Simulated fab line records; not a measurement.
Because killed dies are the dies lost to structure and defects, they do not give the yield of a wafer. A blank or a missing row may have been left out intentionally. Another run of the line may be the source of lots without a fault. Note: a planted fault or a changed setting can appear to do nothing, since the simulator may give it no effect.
Which of the tools did it?    flow sky130    14 lots, 42 wafers sampled, at 1 step of a route of 708

== WHAT THE GAUGES READ, wafer by wafer ==
Not one reading of a measure or inspect step in the record can be checked against a usual standard deviation.

== WHICH TOOL RAN EACH LOT (tool, then ch and the chambers of the sampled wafers, then the start) ==
lot   SKY_LDD_LDN_IMPLANT_10
L329  implanter-04 ch 0, day 23 05:02
L330  implanter-04 ch 0, day 23 18:35
L332  implanter-03 ch 0, day 24 10:56
L333  implanter-01 ch 0, day 25 00:27
L334  implanter-03 ch 0, day 25 01:14
L337  implanter-04 ch 0, day 26 00:08
L336  implanter-01 ch 0, day 26 00:30
L340  implanter-01 ch 0, day 27 11:48
L342  implanter-01 ch 0, day 27 16:35
L346  implanter-03 ch 0, day 29 02:05
L348  implanter-04 ch 0, day 29 06:29
L349  implanter-04 ch 0, day 29 23:13
L350  implanter-03 ch 0, day 30 00:47
L352  implanter-03 ch 0, day 30 15:38
- SKY_LDD_LDN_IMPLANT_10

== AS READ BY THE TOOLS THEMSELVES (means over the sampled wafers that have a number; for cases with no such wafer, the mark the record gives instead) ==
SKY_LDD_LDN_IMPLANT_10.
lot   tool          beamEnergyKeV  faradayCurrentUA  rotationDeg (degrees)
L329  implanter-04  15.002         70.9              202.99
L330  implanter-04  15.000         69.7              203.04
L332  implanter-03  14.999         71.1              202.99
L333  implanter-01  15.001         70.4              203.02
L334  implanter-03  15.002         68.8              202.97
L337  implanter-04  15.004         71.1              202.93
L336  implanter-01  15.002         70.8              202.98
L340  implanter-01  15.384         70.2              202.96
L342  implanter-01  15.386         70.6              203.03
L346  implanter-03  15.002         71.0              202.98
L348  implanter-04  14.996         69.7              203.03
L349  implanter-04  15.003         69.8              202.96
L350  implanter-03  15.002         71.1              203.00
L352  implanter-03  14.999         71.5              202.99

== THE ANSWER, worked out from the rows above alone ==
Rule: the usual values come from the lots themselves. Put in order of their means at a reading, lots are off if they are a third of the lots or fewer, leave a main group of 4 or more, and stand apart from it by a gap of 3 or more times the standard deviation of the main group's means; of several such gaps the widest counts. The tables above print the reading to a certain number of digits; a main group whose means all agree to those digits is not used. Also off: a lot with no number at a reading for which 4 or more lots have one. Any other lot the step has rows for is counted as sound. The gauges are gone through in route order, then the tools' own readings, and for those a lot's mean is taken as printed above. At the first step where some lot is off, the reading lying furthest off is the one used; lots without a number count as furthest.
Off: L340, L342 (SKY_LDD_LDN_IMPLANT_10, beamEnergyKeV). The main group: mean 15.001, standard deviation 0.0021.
If a tool, at that step or one of the process steps before it, ran each lot that is off and ran no sound lot following the first of them, it fits. One fits: implanter-01 at SKY_LDD_LDN_IMPLANT_10. Its last sound lot is L336 (day 26 00:30), its first lot that is off L340 (day 27 11:48): a fault that began between those two fits.
The tool's own readings at SKY_LDD_LDN_IMPLANT_10 bear it out: on the lots that are off they differ by more than 5 times the standard deviation of the sound lots' means. beamEnergyKeV reads 15.385 there against 15.001 on the sound lots.

== WHAT THE SIMULATOR HAD INSERTED ==
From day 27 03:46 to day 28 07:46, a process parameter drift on implanter-01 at SKY_LDD_LDN_IMPLANT_10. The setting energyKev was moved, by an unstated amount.
Struck lots among those shown: L340, L342. The rule above reached the same finding.
